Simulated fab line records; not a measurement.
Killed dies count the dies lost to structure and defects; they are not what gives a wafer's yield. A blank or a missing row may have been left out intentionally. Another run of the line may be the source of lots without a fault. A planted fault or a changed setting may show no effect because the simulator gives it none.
2 desks, one fault | flow sky130 | each desk holds nothing but its own numbers, with what lay behind them at the end

## FROM THE METROLOGY DESK
Means of the sampled wafers that have a number, per lot and without regard to the tool the lot ran on: this is what the gauges read. If a lot's mean is further than 4 standard deviations from the usual mean, the lot is out of limits and carries the mark OUT (the distance appears in the brackets).
Columns: A = CAPM_TIN_RS at SKY_CAPM_RS_MEAS_03, usual 6.92 ohm/sq; B = CAPM_TIN_THK at SKY_CAPM_THK_MEAS_04, usual 201.8 nm; C = CAPM_OVL at SKY_CAPM_OVL_MEAS_12, usual 0.3 nm
lot  | first seen here | A              | B               | C
L992 | day 37 14:17    | 6.99           | 200.8           | 1.7
L995 | day 38 04:08    | 6.90           | 202.1           | 1.4
L102 | day 40 11:20    | 6.95           | 201.3           | -0.5
L103 | day 40 14:04    | 5.24 (-24) OUT | 266.7 (+28) OUT | 1.6
L105 | day 41 13:18    | 5.21 (-25) OUT | 266.0 (+28) OUT | 0.4
L107 | day 41 16:24    | 5.20 (-25) OUT | 270.4 (+30) OUT | -1.6
L108 | day 42 02:25    | 6.96           | 200.3           | 0.5
L109 | day 42 12:31    | 6.96           | 202.2           | -0.4
L113 | day 44 05:49    | 6.95           | 200.0           | -0.3
L111 | day 44 08:34    | 6.89           | 202.3           | 1.1
This desk's finding: out of limits on L103, L105, L107; first on L103, day 40 14:04 (CAPM_TIN_RS at SKY_CAPM_RS_MEAS_03). L992, L995, L102, L108, L109, L113, L111: within limits.

## AT THE TOOL OWNER'S DESK: pvdSputter-04
The tool's own readings at SKY_CAPM_SPUTTER_02 (material TiN, target thk 200 nm, time 166.7 s): means of the sampled wafers that have a number, for each lot that ran on this tool. If a lot's mean is further than 4 standard deviations from the usual mean, the lot is out of limits and carries the mark OUT (the distance appears in the brackets).
Columns: A = throttleValvePct at SKY_CAPM_SPUTTER_02, usual 29.9 %
lot  | first seen here | A
L992 | day 37 14:09    | 30.2
L102 | day 40 11:13    | 29.7
L103 | day 40 13:55    | 30.3
L105 | day 41 13:11    | 29.6
L107 | day 41 16:15    | 29.5
Result from this desk: across the 5 lots, nothing is out of limits.

## TAKEN TOGETHER
An alarm was possible from the metrology desk at day 40 14:04, on L103, L105, L107.
Nothing out of limits was seen by the tool owner's desk.
The tool owner's desk has L103, L105, L107 on record, within its limits.
All the named lots went through SKY_CAPM_SPUTTER_02 on pvdSputter-04.

## WHAT THE SIMULATOR HAD INSERTED
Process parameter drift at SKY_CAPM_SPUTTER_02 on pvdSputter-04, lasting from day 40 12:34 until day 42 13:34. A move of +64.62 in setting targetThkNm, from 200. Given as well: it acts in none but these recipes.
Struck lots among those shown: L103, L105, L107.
Delay in hours, fault start to first out-of-limits reading, per desk: metrology desk 1.
